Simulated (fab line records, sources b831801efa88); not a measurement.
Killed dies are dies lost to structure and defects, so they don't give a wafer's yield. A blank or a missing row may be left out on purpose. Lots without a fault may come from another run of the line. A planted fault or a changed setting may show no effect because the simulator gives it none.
One fault seen from 2 desks | flow sky130 | each desk has only its own numbers; what lay behind them comes last

THE TOOL OWNER'S DESK: rie_metal-04
The tool's own readings at SKY_METAL2_METAL_ETCH_19 (etches the open film in Cl2/BCl3, stops on SiO2, target depth 360 nm, time 78 s): means of the sampled wafers that have a number, for each lot that ran on this tool. A lot is out of limits, marked OUT, if its mean lies more than 4 standard deviations from the usual mean; the brackets give that distance.
Columns: A = drypump_motor_current_A at SKY_METAL2_METAL_ETCH_19, usual 5.50 A; B = oes_product_au at SKY_METAL2_METAL_ETCH_19, usual 0.854 a.u.; C = throttle_valve_pct at SKY_METAL2_METAL_ETCH_19, usual 22.264 %
lot  | first seen here | A    | B                | C
L663 | day 38 16:45    | 5.65 | 0.864            | 22.252
L664 | day 39 02:09    | 5.63 | 0.865            | 22.269
L667 | day 39 23:58    | 5.79 | 0.854            | 22.270
L671 | day 41 02:06    | 5.82 | 0.811            | 22.261
L673 | day 41 13:36    | 5.63 | 0.779 (-6.2) OUT | 22.269
This desk's finding: out of limits on L673; first on L673, day 41 13:36 (oes_product_au at SKY_METAL2_METAL_ETCH_19). In limits: L663, L664, L667, L671.

THE METROLOGY DESK
What the gauges read, lot by lot, whatever tool the lot ran on: means of the sampled wafers that have a number. A lot is out of limits, marked OUT, if its mean lies more than 4 standard deviations from the usual mean; the brackets give that distance.
Columns: A = cd_nm at SKY_METAL2_CD_MEAS_15, usual 139.7 nm
lot  | first seen here | A
L652 | day 35 02:53    | 139.5
L653 | day 35 09:44    | 141.5
L654 | day 35 13:22    | 140.9
L656 | day 36 13:28    | 138.2
L660 | day 37 14:34    | 143.0
L662 | day 38 14:10    | 138.5
L663 | day 38 16:29    | 139.5
L664 | day 39 01:53    | 138.8
L667 | day 39 23:45    | 139.1
L671 | day 41 01:52    | 139.7
L673 | day 41 13:20    | 140.9
This desk's finding: nothing out of limits on any of the 11 lots.

PUT TOGETHER
The tool owner's desk could have raised an alarm at day 41 13:36, on L673.
The metrology desk saw nothing out of limits.
The metrology desk has L673 on record, within its limits.
Of the lots named, all ran SKY_METAL2_METAL_ETCH_19 on rie_metal-04.

WHAT THE SIMULATOR HAD PUT IN
Process parameter drift: rie_metal-04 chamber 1, from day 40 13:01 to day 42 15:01, at SKY_METAL2_METAL_ETCH_19. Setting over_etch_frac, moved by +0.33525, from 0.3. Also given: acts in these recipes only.
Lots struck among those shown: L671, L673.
Hours from the fault's start to each desk's first reading out of limits: the tool owner's desk, 25.
